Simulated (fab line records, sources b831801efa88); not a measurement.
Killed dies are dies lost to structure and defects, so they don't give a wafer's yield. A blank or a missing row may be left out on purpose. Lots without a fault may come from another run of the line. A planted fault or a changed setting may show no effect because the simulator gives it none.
fab line records | flow sky130
record lots=6 wafers=18 last_day=49
route steps=708 shown RES_XHIGH@339 SD_N@342 SD_P@359 PAD_OPEN@708
lots that met no fault: from a run of the same line without faults
start_h: hours from the record's first day to the start of the lot's first wafer shown | wait_h: hours since the lot's step before | " the same as in the row above | L1.1+2: a row that stands for several wafers | - no value, or no start given | * or withheld: withheld | < > ~ a bound
route shown NAME@n: a module of which the file shows steps, and the number in the route of the first | usual: mean/standard deviation of fault-free wafers | same: alike in all rows | chamber/n: place in a boat | sites: the reading at each site | _std_site: their standard deviation | _edge_site: outer sites' mean less inner sites' | radius_mm: how far each site lies from the wafer's centre | mask NAME#n: copy n | behind: the tool/chamber that last shaped the wafer | hold: why the lot was held/for how many hours/how that ended | device: the transistor (n, p or np) that didn't switch | end of line: the same wafers' tests at the end of the route | a step without rows: its recipe alone | killed: dies lost to structure and defects at the first sort, not the wafer's yield | map: a wafer's dies, x killed, . not, _ none there
set.NAME: the setting as run; set.NAME@STEP: as run at that earlier step | model.NAME: the simulator's own value behind a step, which no gauge read
lots at some steps of the route; a table a step, a row a wafer
services: from which hour (start_h, from the record's first day; less than 0 if before it) a tool's chamber was out of use, for how many hours, and why
## steps
# step SKY_RES_XHIGH_IMPLANT_07
# recipe species=BF2 energy_kev=20 dose_cm2=3.6e+14 tilt_deg=0
# step SKY_RES_XHIGH_STRIP_08
# recipe chemistry=O2/N2 power_w=1400 pressure_mtorr=1500 platen_temp_c=withheld o2_flow_sccm=3000 n2_flow_sccm=300 overash_fraction=0.5
# usual drypump_motor_current_A=5.6/0.36 oes_product_au=0.711/0.0046 strip_time_to_endpoint_s=14.27/0.054
# columns lot.wafer tool chamber start_h wait_h drypump_motor_current_A oes_product_au rf_hours_counter_h strip_time_to_endpoint_s
L590.3 plasma_asher-02 1 640.03 0.1 5.4 0.710 - 14.20
L590.5 " 0 " " 6.2 0.717 - 14.22
L590.6 " 1 " " 5.4 0.707 - 14.23
L597.1 plasma_asher-04 0 707.40 0.1 5.8 0.708 57 14.35
L597.2 " 1 " " 5.3 0.714 57 14.26
L597.5 " 0 " " 5.8 0.702 - 14.24
L599.2 plasma_asher-02 0 725.46 0.1 6.3 0.709 29 14.32
L599.3 " 1 " " 5.4 0.711 - 14.37
L599.4 " 0 " " 6.2 0.717 - 14.34
L605.3 plasma_asher-04 0 759.70 0.1 5.8 0.714 - 14.22
L605.5 " 1 " " 5.3 0.708 - 14.27
L605.6 " 0 " " 5.8 0.714 - 14.26
L607.1 plasma_asher-03 0 769.21 0.1 5.0 0.719 92 14.28
L607.4 " 0 " " 4.9 0.717 - 14.23
L607.5 " 1 " " 5.9 0.714 - 14.28
L609.1 plasma_asher-04 0 782.16 0.1 5.8 0.725 64 14.27
L609.4 " 1 " " 5.3 0.717 - 14.25
L609.5 " 1 " " 5.3 0.713 - 14.27
# step SKY_RES_XHIGH_TW_MEAS_09
# usual RES_XHIGH_TW=1644/7.9
# columns lot.wafer tool chamber start_h wait_h RES_XHIGH_TW
L590.3 film_metro-04 - 640.12 0.1 1663
L590.5 " - " " 1647
L590.6 " - " " 1633
L597.1 film_metro-04 - 707.50 0.1 1654
L597.2 " - " " 1648
L597.5 " - " " 1646
L599.2 film_metro-02 - 725.57 0.1 1634
L599.3 " - " " 1635
L599.4 " - " " 1634
L605.3 film_metro-04 - 759.78 0.1 1646
L605.5 " - " " 1647
L605.6 " - " " 1642
L607.1 film_metro-01 - 769.31 0.1 1652
L607.4 " - " " 1649
L607.5 " - " " 1648
L609.1 film_metro-04 - 782.26 0.1 1653
L609.4 " - " " 1645
L609.5 " - " " 1648
# step SKY_SD_N_DEHYDRATE_00
# recipe temp_c=200 time_s=60
# step SKY_SD_N_HMDS_01
# recipe prime_time_s=60 prime_temp_c=120
# step SKY_SD_N_COAT_02
# recipe resist=NOVOLAK spin_rpm=3000 resist_thk_nm=1140
# step SKY_SD_N_SOFTBAKE_03
# recipe temp_c=90 time_s=60 resist=NOVOLAK
# step SKY_SD_N_EXPOSE_04
# recipe mask_id=NSDM na=0.6 source_shape=conventional sigma_outer=0.6 polarization=unpolarized target_cd_nm=380 dose_mj=141
# step SKY_SD_N_PEB_05
# recipe temp_c=withheld time_s=* resist=NOVOLAK
# step SKY_SD_N_DEVELOP_06
# recipe resist=NOVOLAK developer=TMAH develop_time_s=60 dev_temp_c=23
# step SKY_SD_N_CD_MEAS_07
# recipe target_cd_nm=380
# usual cd_nm=380.8/3
# columns lot.wafer tool chamber start_h wait_h cd_nm
L590.3 cd_sem-02 - 668.02 0.2 381.2
L590.5 " - " " 383.1
L590.6 " - " " 380.1
L597.1 cd_sem-01 - 734.75 0.1 375.4
L597.2 " - " " 375.1
L597.5 " - " " 377.6
L599.2 cd_sem-01 - 752.35 0.1 384.9
L599.3 " - " " 385.0
L599.4 " - " " 383.3
L605.3 cd_sem-01 - 785.84 0.1 379.1
L605.5 " - " " 381.0
L605.6 " - " " 379.4
L607.1 cd_sem-01 - 795.13 0.1 373.1
L607.4 " - " " 375.0
L607.5 " - " " 372.5
L609.1 cd_sem-02 - 806.91 0.1 378.9
L609.4 " - " " 379.9
L609.5 " - " " 378.6
# step SKY_SD_N_OVL_MEAS_08
# usual SD_N_OVL=0.2/1.4
# columns lot.wafer tool chamber start_h wait_h SD_N_OVL[nm]
L590.3 overlay-02 - 668.11 0.1 -0.9
L590.5 " - " " -2.1
L590.6 " - " " -0.5
L597.1 overlay-02 - 734.87 0.1 0.1
L597.2 " - " " 1.3
L597.5 " - " " 1.6
L599.2 overlay-01 - 752.46 0.1 1.0
L599.3 " - " " -0.8
L599.4 " - " " 1.4
L605.3 overlay-01 - 785.93 0.1 0.2
L605.5 " - " " 2.5
L605.6 " - " " 2.1
L607.1 overlay-02 - 795.25 0.1 -3.1
L607.4 " - " " -2.3
L607.5 " - " " -2.1
L609.1 overlay-02 - 807.03 0.1 0.4
L609.4 " - " " -0.1
L609.5 " - " " 1.1
# step SKY_SD_N_IMPLANT_09
# recipe species=As energy_kev=50 dose_cm2=4e+15 tilt_deg=0
# usual beam_energy_keV=50.000/0.016
# columns lot.wafer tool chamber start_h wait_h beam_energy_keV model.implant.rp_nm model.implant.drp_nm
L590.3 implanter-03 0 668.18 0.1 50.007 32.43 14.11
L590.5 " 0 " " 50.019 32.43 14.11
L590.6 " 0 " " 49.999 32.43 14.11
L597.1 implanter-01 0 734.91 0.0 50.005 32 14.11
L597.2 " 0 " " 50.013 32 14.11
L597.5 " 0 " " 49.993 32 14.11
L599.2 implanter-02 0 752.52 0.0 50.005 32.19 14.11
L599.3 " 0 " " 49.994 32.19 14.11
L599.4 " 0 " " 50.019 32.19 14.11
L605.3 implanter-02 0 786.01 0.1 35.940 24.6 11.04
L605.5 " 0 " " 35.992 24.6 11.04
L605.6 " 0 " " 35.942 24.6 11.04
L607.1 implanter-02 0 795.29 0.0 35.959 24.22 11.04
L607.4 " 0 " " 35.952 24.22 11.04
L607.5 " 0 " " 35.954 24.22 11.04
L609.1 implanter-01 0 807.07 0.0 50.015 32.77 14.11
L609.4 " 0 " " 50.005 32.77 14.11
L609.5 " 0 " " 50.021 32.77 14.11
# step SKY_SD_N_IMPLANT_10
# recipe species=P energy_kev=20 dose_cm2=1e+14 tilt_deg=0
# step SKY_SD_N_STRIP_11
# recipe chemistry=O2/N2 power_w=1400 pressure_mtorr=1500 platen_temp_c=withheld o2_flow_sccm=3000 n2_flow_sccm=300 overash_fraction=0.5
# usual drypump_motor_current_A=5.7/0.45 oes_product_au=0.527/0.005 strip_time_to_endpoint_s=22.56/0.05
# columns lot.wafer tool chamber start_h wait_h drypump_motor_current_A oes_product_au rf_hours_counter_h strip_time_to_endpoint_s
L590.3 plasma_asher-03 1 668.47 0.1 5.9 0.523 - 22.52
L590.5 " 1 " " 5.8 0.526 - 22.56
L590.6 " 0 " " 5.0 0.527 - 22.55
L597.1 plasma_asher-03 0 735.21 0.1 4.9 0.524 88 22.60
L597.2 " 1 " " 5.8 0.539 88 22.60
L597.5 " 1 " " 5.8 0.530 - 22.59
L599.2 plasma_asher-03 0 752.79 0.1 5.0 0.536 90 22.60
L599.3 " 0 " " 5.0 0.533 - 22.60
L599.4 " 1 " " 5.9 0.522 - 22.60
L605.3 plasma_asher-02 1 786.29 0.1 5.4 0.562 - 20.47
L605.5 " 0 " " 6.2 0.558 - 20.48
L605.6 " 1 " " 5.4 0.570 - 20.49
L607.1 plasma_asher-03 1 795.59 0.1 5.9 0.558 94 20.47
L607.4 " 1 " " 5.8 0.549 - 20.46
L607.5 " 1 " " 5.9 0.555 - 20.49
L609.1 plasma_asher-01 1 807.37 0.1 6.1 0.532 6 22.59
L609.4 " 0 " " 5.7 0.525 - 22.57
L609.5 " 1 " " 6.1 0.522 - 22.56
# step SKY_SD_N_TW_MEAS_12
# usual SD_N_TW=3980/24
# columns lot.wafer tool chamber start_h wait_h SD_N_TW
L590.3 film_metro-04 - 668.55 0.1 3990
L590.5 " - " " 3989
L590.6 " - " " 3946
L597.1 film_metro-01 - 735.31 0.1 3980
L597.2 " - " " 3977
L597.5 " - " " 3983
L599.2 film_metro-02 - 752.90 0.1 3935
L599.3 " - " " 3961
L599.4 " - " " 3969
L605.3 film_metro-02 - 786.38 0.1 3642
L605.5 " - " " 3646
L605.6 " - " " 3649
L607.1 film_metro-02 - 795.69 0.1 3619
L607.4 " - " " 3611
L607.5 " - " " 3644
L609.1 film_metro-02 - 807.47 0.1 3944
L609.4 " - " " 3950
L609.5 " - " " 3950
# step SKY_SD_N_CLEAN_13
# recipe chemistry=SC1/SC2 mix=1:4:20 temp_c=70 time_s=150 dry=n2_spin
# step SKY_SD_N_RTA_14
# recipe temp_c=1075 time_s=2 idle_temp_c=650 ramp_up_c_per_s=150 ramp_down_c_per_s=90 ambient=N2
# usual lamp_power_pct=15.73/0.047 wafer_temp_C_max=1078.3/1.4
# columns lot.wafer tool chamber start_h wait_h lamp_power_pct wafer_temp_C_max
L590.3 rtp_anneal-01 0 668.66 0.0 15.69 1080.1
L590.5 " 0 " " 15.74 1077.8
L590.6 " 0 " " 15.75 1077.5
L597.1 rtp_anneal-02 0 735.42 0.0 15.69 1080.4
L597.2 " 0 " " 15.79 1078.7
L597.5 " 0 " " 15.66 1077.3
L599.2 rtp_anneal-02 0 753.01 0.0 15.76 1076.7
L599.3 " 0 " " 15.82 1076.2
L599.4 " 0 " " 15.73 1077.3
L605.3 rtp_anneal-02 0 786.49 0.0 15.73 1079.6
L605.5 " 0 " " 15.78 1078.3
L605.6 " 0 " " 15.67 1078.3
L607.1 rtp_anneal-02 0 795.80 0.0 15.80 1077.4
L607.4 " 0 " " 15.75 1078.4
L607.5 " 0 " " 15.64 1079.4
L609.1 rtp_anneal-02 0 807.58 0.0 15.76 1077.3
L609.4 " 0 " " 15.70 1079.7
L609.5 " 0 " " 15.73 1077.5
# step SKY_SD_N_RS_MEAS_16
# recipe thk_meas_gauge=four-point-probe
# usual SD_N_RS=68.50/0.14
# columns lot.wafer tool chamber start_h wait_h SD_N_RS[ohm/sq]
L590.3 film_metro-01 - 668.86 0.1 68.39
L590.5 " - " " 68.25
L590.6 " - " " 68.46
L597.1 film_metro-01 - 735.59 0.1 68.56
L597.2 " - " " 68.58
L597.5 " - " " 68.64
L599.2 film_metro-02 - 753.19 0.1 68.50
L599.3 " - " " 68.54
L599.4 " - " " 68.57
L605.3 film_metro-04 - 786.69 0.1 80.01
L605.5 " - " " 80.12
L605.6 " - " " 80.04
L607.1 film_metro-01 - 795.97 0.1 79.98
L607.4 " - " " 79.88
L607.5 " - " " 79.82
L609.1 film_metro-04 - 807.75 0.1 68.73
L609.4 " - " " 68.80
L609.5 " - " " 68.68
# step SKY_SD_N_RS_MEAS_17
# recipe thk_meas_gauge=four-point-probe
# usual SD_P_RS=147.0/0.43
# columns lot.wafer tool chamber start_h wait_h SD_P_RS[ohm/sq]
L590.3 film_metro-01 - 668.98 0.1 145.8
L590.5 " - " " 146.2
L590.6 " - " " 146.3
L597.1 film_metro-01 - 735.71 0.1 147.5
L597.2 " - " " 147.4
L597.5 " - " " 147.3
L599.2 film_metro-02 - 753.31 0.1 147.2
L599.3 " - " " 147.3
L599.4 " - " " 147.1
L605.3 film_metro-04 - 786.81 0.1 147.4
L605.5 " - " " 146.9
L605.6 " - " " 147.3
L607.1 film_metro-01 - 796.09 0.1 147.3
L607.4 " - " " 147.2
L607.5 " - " " 147.2
L609.1 film_metro-04 - 807.87 0.1 147.3
L609.4 " - " " 148.0
L609.5 " - " " 147.3
# step SKY_PAD_OPEN_PROBE_99
# usual killed_at_M0_to_M3=43/6.8 killed_at_M4_up=3.2/1.8 killed_at_contacts=24/6.2 killed_at_front_end=15/4.7 killed_at_other=0.4/0.63 killed_dies=86/9.6 killed_open=47/6.9 killed_short=39/6.3
# same gross_dies=492 killed_at_back_side=0
# columns lot.wafer tool chamber start_h wait_h killed_at_M0_to_M3 killed_at_M4_up killed_at_contacts killed_at_front_end killed_at_other killed_dies killed_open killed_short model.etest.res_ndiff.line_ohm_um model.etest.sonos_uncharged.r_on_ohm_um model.etest.res_ndiff.rs_ohm_sq model.etest.res_ndiff_hv.rs_ohm_sq
L590.3 prober-01 - 1087.96 0.2 34 6 34 14 2 90 50 38 779.4 808.6 119.8 113.2
L590.5 prober-01 - 1088.06 0.2 61 2 17 11 3 94 50 41 764.2 784.1 118.6 113.5
L590.6 prober-01 - 1088.11 0.2 45 7 23 20 2 97 46 49 762.6 805.8 118.7 113
L597.1 prober-02 - 1139.42 0.1 52 2 28 11 1 94 57 37 784.7 819.1 121.2 114.6
L597.2 prober-02 - 1139.47 0.1 47 2 31 12 0 92 45 47 769.9 799.3 121.3 115.5
L597.5 prober-02 - 1139.62 0.2 52 3 21 14 0 90 47 43 757.8 825.6 120.2 115.7
L599.2 prober-02 - 1149.58 0.1 46 3 29 19 2 99 52 46 777 819.2 120.1 113.3
L599.3 prober-02 - 1149.63 0.2 52 2 28 16 0 98 54 44 783.7 836.5 120.1 114.7
L599.4 prober-02 - 1149.68 0.2 35 5 19 26 1 86 47 39 791 842.5 120.2 114.8
L605.3 prober-02 - 1174.68 0.2 40 2 23 17 1 83 39 44 865.4 846.6 137.1 130.3
L605.5 prober-02 - 1174.78 0.2 47 7 20 17 1 92 44 48 878.8 853.1 137.7 129.4
L605.6 prober-02 - 1174.83 0.2 43 2 27 12 0 84 42 42 872.2 850.4 136.9 130.1
L607.1 prober-02 - 1178.08 0.1 52 0 24 21 2 99 51 48 892.4 840.4 138.7 131.1
L607.4 prober-02 - 1178.23 0.2 53 6 19 14 0 92 40 52 886.5 858 139.4 131.2
L607.5 prober-02 - 1178.28 0.2 48 1 26 9 1 85 49 36 888.5 846.1 138.7 131
L609.1 prober-02 - 1185.01 0.1 42 0 30 11 1 84 48 36 773.8 805 119.1 113
L609.4 prober-02 - 1185.16 0.2 50 4 20 15 0 89 44 44 773.8 822.2 118.5 112.9
L609.5 prober-02 - 1185.21 0.2 45 3 18 16 0 82 54 28 766.4 819.6 118.2 112.8
# killed by level:class
L590.3 CONTACT:geometric_particle:open=21 VIA1:geometric_particle:open=9 CONTACT:geometric_particle:short=7 METAL4:geometric_particle:short=6 FIELD_ISO:geometric_particle:open=5 METAL1:geometric_particle:short=5 FIELD_ISO:geometric_particle:short=4 VIA1:geometric_particle:short=4
L590.5 VIA1:geometric_particle:open=14 VIA3:geometric_particle:open=13 CONTACT:geometric_particle:open=6 CONTACT:geometric_particle:short=5 VIA1:geometric_particle:short=5 METAL1:geometric_particle:short=5 METAL2:geometric_particle:short=5 FIELD_ISO:geometric_particle:open=4
L590.6 VIA3:geometric_particle:open=9 FIELD_ISO:geometric_particle:short=6 METAL1:geometric_particle:short=6 LI_CONTACT:geometric_particle:open=6 VIA1:geometric_particle:short=6 POLY_GATE:geometric_particle:open=5 METAL2:geometric_particle:short=5 LOCAL_INTERCONNECT:geometric_particle:short=5
L597.1 VIA1:geometric_particle:open=12 CONTACT:geometric_particle:open=12 VIA3:geometric_particle:open=10 CONTACT:geometric_particle:short=8 METAL2:geometric_particle:short=7 LI_CONTACT:geometric_particle:open=5 METAL1:geometric_particle:short=5 VIA2:geometric_particle:open=4
L597.2 CONTACT:geometric_particle:open=13 LOCAL_INTERCONNECT:geometric_particle:short=7 VIA2:geometric_particle:open=7 METAL1:geometric_particle:short=6 VIA1:geometric_particle:short=6 POLY_GATE:geometric_particle:short=5 LI_CONTACT:geometric_particle:open=5 VIA2:geometric_particle:short=5
L597.5 VIA1:geometric_particle:open=11 CONTACT:geometric_particle:open=10 VIA3:geometric_particle:open=9 METAL2:geometric_particle:short=8 VIA2:geometric_particle:open=6 METAL1:geometric_particle:short=6 LI_CONTACT:geometric_particle:open=5 POLY_GATE:geometric_particle:short=4
L599.2 VIA1:geometric_particle:open=16 CONTACT:geometric_particle:open=10 METAL2:geometric_particle:short=8 VIA2:geometric_particle:open=7 POLY_GATE:geometric_particle:open=6 CONTACT:geometric_particle:short=6 FIELD_ISO:geometric_particle:short=5 LI_CONTACT:geometric_particle:open=5
L599.3 VIA1:geometric_particle:open=11 LI_CONTACT:geometric_particle:open=10 VIA2:geometric_particle:open=9 CONTACT:geometric_particle:open=6 POLY_GATE:geometric_particle:open=6 VIA2:geometric_particle:short=6 METAL1:geometric_particle:short=6 LOCAL_INTERCONNECT:geometric_particle:short=5
L599.4 VIA1:geometric_particle:open=10 FIELD_ISO:geometric_particle:open=8 POLY_GATE:geometric_particle:open=7 CONTACT:geometric_particle:open=7 METAL1:geometric_particle:short=7 LI_CONTACT:geometric_particle:open=6 METAL4:geometric_particle:short=5 METAL2:geometric_particle:short=5
L605.3 CONTACT:geometric_particle:open=9 VIA1:geometric_particle:short=8 METAL1:geometric_particle:short=7 VIA1:geometric_particle:open=6 FIELD_ISO:geometric_particle:open=5 POLY_GATE:geometric_particle:short=4 LI_CONTACT:geometric_particle:open=4 LOCAL_INTERCONNECT:geometric_particle:short=4
L605.5 VIA1:geometric_particle:open=12 LI_CONTACT:geometric_particle:open=7 CONTACT:geometric_particle:open=6 METAL1:geometric_particle:short=6 VIA1:geometric_particle:short=6 VIA2:geometric_particle:open=6 METAL2:geometric_particle:short=5 VIA3:geometric_particle:short=5
L605.6 LI_CONTACT:geometric_particle:open=9 METAL2:geometric_particle:short=8 VIA1:geometric_particle:open=7 CONTACT:geometric_particle:short=5 CONTACT:geometric_particle:open=5 VIA1:geometric_particle:short=5 FIELD_ISO:geometric_particle:open=4 LOCAL_INTERCONNECT:geometric_particle:short=4
L607.1 VIA2:geometric_particle:open=10 CONTACT:geometric_particle:open=9 VIA1:geometric_particle:open=9 FIELD_ISO:geometric_particle:open=7 LOCAL_INTERCONNECT:geometric_particle:short=7 METAL1:geometric_particle:short=7 VIA2:geometric_particle:short=7 VIA3:geometric_particle:open=6
L607.4 METAL2:geometric_particle:short=9 VIA3:geometric_particle:open=7 LI_CONTACT:geometric_particle:open=6 METAL1:geometric_particle:short=6 VIA2:geometric_particle:open=6 VIA2:geometric_particle:short=5 CONTACT:geometric_particle:open=5 VIA3:geometric_particle:short=5
L607.5 VIA1:geometric_particle:open=12 VIA3:geometric_particle:open=12 CONTACT:geometric_particle:open=11 CONTACT:geometric_particle:short=7 METAL1:geometric_particle:short=7 VIA1:geometric_particle:short=6 LOCAL_INTERCONNECT:geometric_particle:short=5 VIA2:geometric_particle:open=5
L609.1 CONTACT:geometric_particle:open=10 VIA1:geometric_particle:open=9 VIA3:geometric_particle:open=9 LI_CONTACT:geometric_particle:open=7 LOCAL_INTERCONNECT:geometric_particle:short=6 CONTACT:geometric_particle:short=5 METAL2:geometric_particle:short=5 FIELD_ISO:geometric_particle:short=4
L609.4 VIA3:geometric_particle:open=10 VIA1:geometric_particle:open=8 VIA2:geometric_particle:open=8 VIA3:geometric_particle:short=6 LI_CONTACT:geometric_particle:open=5 CONTACT:geometric_particle:short=5 CONTACT:geometric_particle:open=4 VIA1:geometric_particle:short=4
L609.5 VIA1:geometric_particle:open=11 CONTACT:geometric_particle:open=9 FIELD_ISO:geometric_particle:open=7 METAL2:geometric_particle:short=6 VIA3:geometric_particle:short=5 VIA3:geometric_particle:open=5 LI_CONTACT:geometric_particle:open=4 LOCAL_INTERCONNECT:geometric_particle:short=4
## services
# columns tool chamber start_h hours kind
plasma_asher-04 - 637.61 4.7 repair
implanter-03 - 646.83 2.3 repair
plasma_asher-02 - 680.76 4.3 pm
plasma_asher-03 - 711.82 4.6 repair
implanter-03 - 727.64 3.0 repair
plasma_asher-01 - 733.75 9.0 pm
plasma_asher-01 0 733.75 9.0 vent_cycle
plasma_asher-01 1 733.75 9.0 vent_cycle
implanter-01 - 739.62 1.9 repair
plasma_asher-01 0 742.75 - clean
plasma_asher-01 1 742.75 - clean
implanter-01 - 759.76 4.2 repair
implanter-03 - 766.82 5.3 repair
implanter-01 - 774.81 3.4 repair
implanter-02 - 787.74 2.1 repair
implanter-02 - 791.67 3.4 repair
## key
first_sign step=SKY_SD_N_IMPLANT_09 reading=beam_energy_keV direction=down sigmas=99+ usual=* struck=*
effect step=SKY_SD_N_STRIP_11 reading=strip_time_to_endpoint_s direction=down sigmas=42 usual=* struck=*
effect step=SKY_SD_N_TW_MEAS_12 reading=SD_N_TW direction=down sigmas=14 usual=3980 struck=3635
effect step=SKY_SD_N_RS_MEAS_16 reading=SD_N_RS direction=up sigmas=81 usual=68.50 struck=79.97
model_effect step=SKY_SD_N_IMPLANT_09 value=implant.rp_nm without=31.76 struck=24.41
model_effect step=SKY_PAD_OPEN_PROBE_99 value=etest.res_ndiff.line_ohm_um without=775.1 struck=880.6
met_at SKY_SD_N_IMPLANT_09
struck_wafers L605.3,L605.5,L605.6,L607.1,L607.4,L607.5
tester_left_out L605,L607
onset_between 752.52 786.01
fault kind=process_parameter_drift tool=implanter-02 chamber=- onset_h=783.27 steps=SKY_SD_N_IMPLANT_09 channel=energy_kev offset=* shape=step end_h=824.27 acts_in=* stated=*
# tester_left_out: of these lots the tester's yield and bins aren't shown, on N5 and GAA mostly nor the transistor test; their killed dies are dies lost to structure and defects alone, not to doping, threshold or leakage, so they don't give the yield
